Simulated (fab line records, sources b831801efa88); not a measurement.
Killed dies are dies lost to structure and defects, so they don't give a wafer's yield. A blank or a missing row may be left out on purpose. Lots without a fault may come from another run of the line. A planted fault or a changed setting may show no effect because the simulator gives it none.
Which tool did it? | flow sfq_line | 13 lots, 39 wafers sampled, at 1 step of a route of 325

WHAT THE GAUGES READ, wafer by wafer
SFQ_I4_BOW_MEAS_927.
lot  | measured     | on            | I4_BOW (um)
L221 | day 35 01:22 | film_metro-02 | 1 0 11
L223 | day 36 01:41 | film_metro-02 | -6 -4 -8
L224 | day 36 07:41 | film_metro-02 | -5 -12 -10
L225 | day 36 13:41 | film_metro-03 | 6 14 22
L226 | day 36 16:42 | film_metro-04 | 19 12 7
L228 | day 37 10:43 | film_metro-02 | 11 8 9
L229 | day 37 13:20 | film_metro-04 | 16 12 11
L234 | day 40 23:40 | film_metro-03 | -1 3 15
L238 | day 42 16:41 | film_metro-04 | 4 3 1
L241 | day 44 01:54 | film_metro-02 | 16 6 2
L242 | day 44 16:59 | film_metro-02 | 0 0 2
L243 | day 44 22:59 | film_metro-02 | 17 2 13
L244 | day 45 13:59 | film_metro-04 | 6 12 3

WHICH TOOL RAN EACH LOT (tool, then ch and the chambers of the sampled wafers, then the start)
The record holds no process step before these readings.

WHAT THE TOOLS THEMSELVES READ (means of the sampled wafers that have a number; where no wafer has one, the mark that the record gives instead)
The record holds no such reading with a usual standard deviation.

THE ANSWER, worked out from the rows above alone
Rule: what is usual is taken from the lots themselves. Put in order of their means at a reading, lots are off if they are a third of the lots or fewer, leave a main group of 4 or more, and stand apart from it by a gap of 3 or more times the standard deviation of the main group's means; of several such gaps the widest counts. A main group whose means are all the same, to the digits that the tables above print for the reading, isn't used. A lot without any number at a reading at which 4 lots or more have one is off too. The other lots that the step has rows for count as sound. The gauges are gone through in route order, then the tools' own readings, and for those a lot's mean is taken as printed above. The first step at which some lot is off is used, and at that step the reading that is off furthest; a lot without a number counts as furthest.
No lot is off at any reading shown: from this, nothing can be told.

WHAT THE SIMULATOR HAD PUT IN
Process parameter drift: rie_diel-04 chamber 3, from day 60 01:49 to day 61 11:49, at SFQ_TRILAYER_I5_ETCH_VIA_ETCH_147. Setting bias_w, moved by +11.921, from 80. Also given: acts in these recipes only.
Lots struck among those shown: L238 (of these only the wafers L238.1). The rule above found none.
